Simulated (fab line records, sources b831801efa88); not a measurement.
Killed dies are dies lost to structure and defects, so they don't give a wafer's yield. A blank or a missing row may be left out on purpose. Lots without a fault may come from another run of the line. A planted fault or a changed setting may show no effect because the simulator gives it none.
fab line records | flow sky130
record lots=14 wafers=42 last_day=50
route steps=708 shown LDD_HVN@277 POLY_CUT@318 SD_P@327 RES_XHIGH@336
lots that met no fault: from a run of the same line without faults
start_h: hours from the record's first day to the start of the lot's first wafer shown | wait_h: hours since the lot's step before | " the same as in the row above | L1.1+2: a row that stands for several wafers | - no value, or no start given | * or withheld: withheld | < > ~ a bound
route shown NAME@n: a module of which the file shows steps, and the number in the route of the first | usual: mean/standard deviation of fault-free wafers | same: alike in all rows | chamber/n: place in a boat | sites: the reading at each site | _std_site: their standard deviation | _edge_site: outer sites' mean less inner sites' | radius_mm: how far each site lies from the wafer's centre | mask NAME#n: copy n | behind: the tool/chamber that last shaped the wafer | hold: why the lot was held/for how many hours/how that ended | device: the transistor (n, p or np) that didn't switch | end of line: the same wafers' tests at the end of the route | a step without rows: its recipe alone | killed: dies lost to structure and defects at the first sort, not the wafer's yield | map: a wafer's dies, x killed, . not, _ none there
set.NAME: the setting as run; set.NAME@STEP: as run at that earlier step | model.NAME: the simulator's own value behind a step, which no gauge read
steps of the route over a sample of lots; a table a step, a row a wafer
services: from which hour (start_h, from the record's first day; less than 0 if before it) a tool's chamber was out of use, for how many hours, and why
## steps
# step SKY_LDD_HVN_TW_MEAS_10
# usual LDD_HVN_TW=1438/17
# columns lot.wafer tool chamber start_h wait_h LDD_HVN_TW
L532.2 film_metro-01 - 498.09 0.1 1460
L532.3 " - " " 1461
L532.5 " - " " 1455
L535.1 film_metro-01 - 500.78 0.1 1464
L535.2 " - " " 1468
L535.5 " - " " 1468
L533.2 film_metro-04 - 501.24 0.1 1439
L533.3 " - " " 1433
L533.6 " - " " 1437
L534.2 film_metro-04 - 501.89 0.1 1432
L534.3 " - " " 1429
L534.5 " - " " 1437
L540.1 film_metro-04 - 537.69 0.1 1425
L540.2 " - " " 1425
L540.5 " - " " 1428
L541.1 film_metro-01 - 544.28 0.1 1456
L541.4 " - " " 1450
L541.6 " - " " 1461
L543.2 film_metro-04 - 555.54 0.1 1440
L543.4 " - " " 1441
L543.5 " - " " 1442
L542.2 film_metro-03 - 558.24 0.1 1427
L542.4 " - " " 1424
L542.5 " - " " 1426
L547.3 film_metro-04 - 590.75 0.1 1428
L547.5 " - " " 1438
L547.6 " - " " 1428
L548.1 film_metro-03 - 610.84 0.1 1415
L548.2 " - " " 1412
L548.6 " - " " 1417
L550.1 film_metro-03 - 627.23 0.1 1417
L550.5 " - " " 1417
L550.6 " - " " 1412
L553.1 film_metro-03 - 645.23 0.1 1412
L553.3 " - " " 1416
L553.6 " - " " 1409
L554.1 film_metro-01 - 649.58 0.1 1452
L554.2 " - " " 1460
L554.5 " - " " 1458
L555.3 film_metro-04 - 658.70 0.1 1431
L555.5 " - " " 1433
L555.6 " - " " 1426
# step SKY_POLY_CUT_ETCH_11
# recipe target=Si3N4 chemistry=CF4/CH2F2/Ar stop_on=poly-Si source_w=600 bias_w=150 pressure_mtorr=40 cf4_flow_sccm=40 ch2f2_flow_sccm=20 Ar_flow_sccm=150 time_s=42.5 target_depth_a=600
# usual drypump_motor_current_A=5.83/0.29 oes_product_au=0.826/0.0059 throttle_valve_pct=14.993/0.0095
# columns lot.wafer tool chamber start_h wait_h drypump_motor_current_A oes_product_au rf_hours_counter_h throttle_valve_pct
L532.2 rie_diel-02 2 590.49 0.0 5.94 0.819 52 14.973
L532.3 " 3 " " 5.63 0.817 6 14.998
L532.5 " 1 " " 5.71 0.829 - 14.999
L534.2 rie_diel-04 0 594.10 0.0 6.45 0.829 6 15.015
L534.3 " 2 " " 5.95 0.823 2 14.996
L534.5 " 3 " " 5.81 0.833 - 14.993
L533.2 rie_diel-01 3 594.34 0.0 5.48 0.828 9 14.991
L533.3 " 1 " " 5.49 0.826 8 15.002
L533.6 " 0 " " 5.75 0.822 - 15.004
L535.1 rie_diel-04 0 594.54 0.0 6.48 0.831 6 14.977
L535.2 " 1 " " 5.56 0.832 10 14.981
L535.5 " 3 " " 5.78 0.828 - 14.977
L540.1 rie_diel-01 1 628.44 0.0 5.49 0.827 9 14.987
L540.2 " 3 " " 5.45 0.822 9 15.007
L540.5 " 3 " " 5.46 0.832 - 14.999
L541.1 rie_diel-01 1 633.89 0.0 5.50 0.825 9 14.983
L541.4 " 3 " " 5.43 0.826 9 14.999
L541.6 " 2 " " 6.14 0.833 - 14.986
L543.2 rie_diel-01 3 645.25 0.0 5.45 0.828 9 14.998
L543.4 " 2 " " 6.12 0.816 1 14.985
L543.5 " 3 " " 5.45 0.819 - 14.999
L542.2 rie_diel-04 3 648.29 0.0 5.77 0.831 3 15.003
L542.4 " 2 " " 5.97 0.836 3 15.000
L542.5 " 3 " " 5.78 0.822 - 14.996
L547.3 rie_diel-02 1 678.89 0.0 5.69 0.833 49 14.968
L547.5 " 0 " " 5.98 0.838 - 15.001
L547.6 " 3 " " 5.58 0.824 - 14.983
L548.1 rie_diel-04 0 697.10 0.0 6.49 0.826 9 14.997
L548.2 " 2 " " 5.96 0.833 4 15.000
L548.6 " 2 " " 5.98 0.840 - 15.005
L550.1 rie_diel-02 3 716.25 0.0 5.58 0.825 9 14.974
L550.5 " 2 " " 5.96 0.826 - 15.000
L550.6 " 3 " " 5.60 0.824 - 15.001
L553.1 rie_diel-01 2 730.40 0.0 6.14 0.815 3 14.985
L553.3 " 3 " " 5.44 0.821 12 14.989
L553.6 " 0 " " 5.75 0.826 - 14.980
L554.1 rie_diel-04 2 734.14 0.0 6.00 0.817 5 15.012
L554.2 " 1 " " 5.56 0.827 14 14.988
L554.5 " 1 " " 5.54 0.832 - 14.993
L555.3 rie_diel-01 2 745.95 0.0 6.15 0.820 4 15.012
L555.5 " 1 " " 5.48 0.822 - 15.004
L555.6 " 2 " " 6.13 0.828 - 15.014
# step SKY_SD_P_CD_MEAS_07
# recipe target_cd_nm=380
# usual cd_nm=381.1/2.6
# columns lot.wafer tool chamber start_h wait_h cd_nm
L532.2 cd_sem-02 - 619.16 0.1 382.9
L532.3 " - " " 380.4
L532.5 " - " " 381.2
L534.2 cd_sem-02 - 622.96 0.1 380.6
L534.3 " - " " 384.6
L534.5 " - " " 383.3
L533.2 cd_sem-01 - 623.78 0.1 378.8
L533.3 " - " " 378.5
L533.6 " - " " 378.9
L535.1 cd_sem-01 - 623.94 0.1 379.4
L535.2 " - " " 379.2
L535.5 " - " " 379.9
L540.1 cd_sem-02 - 656.59 0.1 382.4
L540.2 " - " " 380.7
L540.5 " - " " 379.4
L541.1 cd_sem-01 - 662.40 0.1 380.5
L541.4 " - " " 381.7
L541.6 " - " " 382.8
L543.2 cd_sem-02 - 672.71 0.1 378.6
L543.4 " - " " 380.4
L543.5 " - " " 379.0
L542.2 cd_sem-01 - 676.46 0.1 380.9
L542.4 " - " " 379.9
L542.5 " - " " 378.2
L547.3 cd_sem-02 - 706.53 0.1 384.3
L547.5 " - " " 382.9
L547.6 " - " " 382.3
L548.1 cd_sem-01 - 724.54 0.1 380.8
L548.2 " - " " 383.5
L548.6 " - " " 381.8
L550.1 cd_sem-01 - 743.19 0.1 380.8
L550.5 " - " " 381.9
L550.6 " - " " 379.5
L553.1 cd_sem-02 - 757.19 0.1 384.8
L553.3 " - " " 384.8
L553.6 " - " " 388.4
L554.1 cd_sem-01 - 761.60 0.1 379.9
L554.2 " - " " 380.4
L554.5 " - " " 380.2
L555.3 cd_sem-01 - 771.93 0.1 386.2
L555.5 " - " " 382.9
L555.6 " - " " 385.9
# step SKY_RES_XHIGH_EXPOSE_04
# recipe mask_id=URPM na=0.6 source_shape=conventional sigma_outer=0.6 polarization=unpolarized target_cd_nm=1270 dose_mj=140
# usual exposure_dose_mJ_cm2=139.99/0.14 focus_offset_nm=0.1/0.49
# columns lot.wafer tool chamber start_h wait_h mask exposure_dose_mJ_cm2 focus_offset_nm
L532.2 iline_stepper-02 0 633.69 - URPM#0 140.17 0.3
L532.3 " 0 " " URPM#0 140.04 -0.4
L532.5 " 0 " " URPM#0 140.14 0.9
L534.2 iline_stepper-01 0 637.85 - URPM#0 140.06 0.8
L534.3 " 0 " " URPM#0 139.98 0.8
L534.5 " 0 " " URPM#0 139.98 -0.3
L533.2 iline_stepper-01 0 638.32 - URPM#0 139.98 -0.7
L533.3 " 0 " " URPM#0 140.10 0.3
L533.6 " 0 " " URPM#0 140.14 -0.3
L535.1 iline_stepper-02 0 638.87 - URPM#0 139.96 -0.2
L535.2 " 0 " " URPM#0 140.20 0.2
L535.5 " 0 " " URPM#0 139.95 0.1
L540.1 iline_stepper-01 0 671.14 - URPM#0 139.99 1.2
L540.2 " 0 " " URPM#0 140.11 0.2
L540.5 " 0 " " URPM#0 140.06 1.0
L541.1 iline_stepper-01 0 677.25 - URPM#0 140.09 -0.4
L541.4 " 0 " " URPM#0 140.03 -0.6
L541.6 " 0 " " URPM#0 140.08 -1.0
L543.2 iline_stepper-02 - 687.05 - URPM#0 - -
L543.4 " - " " URPM#0 - -
L543.5 " - " " URPM#0 - -
L542.2 iline_stepper-02 - 690.02 - URPM#0 - -
L542.4 " - " " URPM#0 - -
L542.5 " - " " URPM#0 - -
L547.3 iline_stepper-02 0 719.79 - URPM#0 140.09 -0.3
L547.5 " 0 " " URPM#0 139.86 -0.2
L547.6 " 0 " " URPM#0 139.87 0.2
L548.1 iline_stepper-02 0 738.24 - URPM#0 139.77 0.4
L548.2 " 0 " " URPM#0 140.02 -0.5
L548.6 " 0 " " URPM#0 139.84 0.4
L550.1 iline_stepper-02 0 756.94 - URPM#0 140.16 0.0
L550.5 " 0 " " URPM#0 140.50 -0.5
L550.6 " 0 " " URPM#0 140.19 -0.5
L553.1 iline_stepper-01 0 770.52 - URPM#0 139.67 1.1
L553.3 " 0 " " URPM#0 139.88 0.3
L553.6 " 0 " " URPM#0 139.83 -0.1
L554.1 iline_stepper-01 0 775.35 - URPM#0 139.90 0.1
L554.2 " 0 " " URPM#0 140.11 1.5
L554.5 " 0 " " URPM#0 139.83 0.9
L555.3 iline_stepper-02 0 786.47 - URPM#0 140.01 0.3
L555.5 " 0 " " URPM#0 140.01 0.0
L555.6 " 0 " " URPM#0 139.94 -0.3
# step SKY_RES_XHIGH_TW_MEAS_09
# usual RES_XHIGH_TW=1639/20
# columns lot.wafer tool chamber start_h wait_h hold RES_XHIGH_TW
L532.2 film_metro-04 - 648.65 0.1 - 1629
L532.3 " - " " - 1637
L532.5 " - " " - 1633
L534.2 film_metro-01 - 652.21 0.1 - 1661
L534.3 " - " " - 1661
L534.5 " - " " - 1662
L533.2 film_metro-03 - 653.05 0.1 - 1618
L533.3 " - " " - 1611
L533.6 " - " " - 1606
L535.1 film_metro-04 - 653.34 0.1 - 1638
L535.2 " - " " - 1638
L535.5 " - " " - 1637
L540.1 film_metro-01 - 684.94 0.1 - 1673
L540.2 " - " " - 1673
L540.5 " - " " - 1674
L541.1 film_metro-04 - 690.39 0.1 - 1638
L541.4 " - " " - 1633
L541.6 " - " " - 1632
L543.2 film_metro-01 - 700.86 0.1 await_dispo/0.2h/release 31
L543.4 " - " " await_dispo/0.2h/release 30
L543.5 " - " " await_dispo/0.2h/release 31
L543.2 film_metro-01 - 701.09 0.2 - 30
L543.4 " - " " - 31
L543.5 " - " " - 31
L542.2 film_metro-04 - 703.95 0.1 await_dispo/0.2h/release 30
L542.4 " - " " await_dispo/0.2h/release 30
L542.5 " - " " await_dispo/0.2h/release 30
L542.2 film_metro-04 - 704.18 0.2 - 30
L542.4 " - " " - 30
L542.5 " - " " - 30
L547.3 film_metro-04 - 733.27 0.1 - 1636
L547.5 " - " " - 1626
L547.6 " - " " - 1624
L548.1 film_metro-04 - 751.75 0.1 - 1642
L548.2 " - " " - 1633
L548.6 " - " " - 1649
L550.1 film_metro-04 - 770.04 0.1 - 1639
L550.5 " - " " - 1645
L550.6 " - " " - 1637
L553.1 film_metro-03 - 784.25 0.1 - 1619
L553.3 " - " " - 1624
L553.6 " - " " - 1610
L554.1 film_metro-04 - 789.05 0.1 - 1642
L554.2 " - " " - 1644
L554.5 " - " " - 1643
L555.3 film_metro-04 - 799.02 0.1 - 1645
L555.5 " - " " - 1649
L555.6 " - " " - 1647
## services
# columns tool chamber start_h hours kind
rie_diel-01 2 580.70 - clean
rie_diel-01 2 580.70 18.4 scheduled_down
rie_diel-01 2 580.70 18.4 vent_cycle
rie_diel-02 0 583.93 50.6 repair
iline_stepper-01 - 592.29 6.6 repair
rie_diel-01 - 595.71 14.6 pm
rie_diel-02 2 617.59 3.3 repair
iline_stepper-02 - 630.43 1.7 pm
rie_diel-02 1 630.83 17.6 repair
iline_stepper-02 0 630.95 - calibration
iline_stepper-01 - 681.11 1.7 pm
rie_diel-02 0 681.75 8.7 repair
rie_diel-02 2 690.46 - clean
rie_diel-02 2 690.46 13.6 scheduled_down
rie_diel-02 2 690.46 13.6 vent_cycle
rie_diel-04 - 691.08 2.8 pm
rie_diel-04 - 700.41 0.3 repair
rie_diel-02 3 707.62 5.1 repair
iline_stepper-01 0 709.26 - calibration
rie_diel-01 1 722.55 16.0 repair
rie_diel-02 3 725.51 2.6 repair
rie_diel-02 3 758.20 15.2 repair
rie_diel-02 2 761.73 5.5 repair
iline_stepper-02 - 768.22 3.2 repair
## key
first_sign step=SKY_RES_XHIGH_EXPOSE_04 reading=tool_record direction=missing
effect step=SKY_RES_XHIGH_TW_MEAS_09 reading=visit direction=added
effect step=SKY_RES_XHIGH_TW_MEAS_09 reading=RES_XHIGH_TW direction=down sigmas=81 usual=1639 struck=30
met_at SKY_RES_XHIGH_EXPOSE_04
struck_lots L542,L543
scrapped_behind SKY_RES_XHIGH_TW_MEAS_09 L542.2,L542.4,L542.5,L543.2,L543.4,L543.5
not_acting_at SKY_LDD_HVN_TW_MEAS_10,SKY_POLY_CUT_ETCH_11,SKY_SD_P_CD_MEAS_07
onset_between 638.87 687.05
fault kind=skipped_step_whole tool=iline_stepper-02 chamber=- onset_h=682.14 steps=SKY_RES_XHIGH_EXPOSE_04 scope=struck_lots_only
